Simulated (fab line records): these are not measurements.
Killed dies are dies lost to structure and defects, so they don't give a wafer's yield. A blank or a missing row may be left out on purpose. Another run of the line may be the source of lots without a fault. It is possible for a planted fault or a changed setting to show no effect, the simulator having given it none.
The same fault as seen by 2 desks    flow sky130    every desk sees just its own numbers, and what lay behind them comes last

FOR THE TOOL OWNER'S DESK: iline stepper-01
The tool's own readings at SKY_LDD_P_EXPOSE_04 (exposes mask PSDM, target cd 380 nm): means of the sampled wafers that have a number, for each lot that ran on this tool. Marked OUT: a lot whose mean sits more than 4 standard deviations from the usual mean, which makes it out of limits; the brackets give that distance.
Columns: A = exposure dose mJ cm2 at SKY_LDD_P_EXPOSE_04, usual 138.1; B = focus offset nm at SKY_LDD_P_EXPOSE_04, usual 0.1 nm
lot   first seen here  A      B
L738  day 18 13:14     138.1  0.3
L743  day 20 02:20     138.2  0.0
L744  day 20 20:05     137.9  -0.1
L745  day 21 05:57     137.9  -0.3
L757  day 25 16:50     137.9  0.5
L758  day 25 17:43     138.0  0.8
L759  day 26 00:37     137.8  -0.2
L760  day 26 09:05     138.0  -0.1
L761  day 26 16:37     137.9  -0.3
This desk found nothing out of limits on any of the 9 lots.

AT THE METROLOGY DESK
What the gauges read, lot by lot, whatever tool the lot ran on: means of the sampled wafers that have a number. Marked OUT: a lot whose mean sits more than 4 standard deviations from the usual mean, which makes it out of limits; the brackets give that distance.
Columns: A = VT_ADJUST_PCH_OVL at SKY_VT_ADJUST_PCH_OVL_MEAS_07, usual -1.5 nm; B = cd nm at SKY_SONOS_TUNNEL_CD_MEAS_07, usual 409.9 nm; C = cd nm at SKY_SONOS_ONO_CD_MEAS_13, usual 409.9 nm
lot   first seen here  A     B      C
L738  day 10 08:57     -3.7  408.5  409.9
L740  day 11 03:10     -3.3  408.7  410.5
L743  day 11 19:52     0.3   409.2  408.2
L744  day 12 07:50     -2.5  413.9  407.9
L745  day 12 14:20     0.6   412.2  410.6
L746  day 12 18:11     -2.2  406.3  408.5
L749  day 13 18:29     -1.8  409.3  408.6
L750  day 14 07:05     -3.1  411.2  408.9
L752  day 14 21:36     -1.7  407.7  409.5
L757  day 16 19:23     -2.4  409.8  410.5
L758  day 16 22:07     -1.3  410.6  412.8
L759  day 17 03:50     -1.0  412.7  409.0
L760  day 17 11:23     -3.1  411.9  415.1
L761  day 17 21:02     -1.4  408.2  414.0
This desk found nothing out of limits on any of the 14 lots.

PUT TOGETHER
Nothing out of limits was seen by the tool owner's desk.
Nothing out of limits was seen by the metrology desk.

WHAT THE SIMULATOR HAD PUT IN
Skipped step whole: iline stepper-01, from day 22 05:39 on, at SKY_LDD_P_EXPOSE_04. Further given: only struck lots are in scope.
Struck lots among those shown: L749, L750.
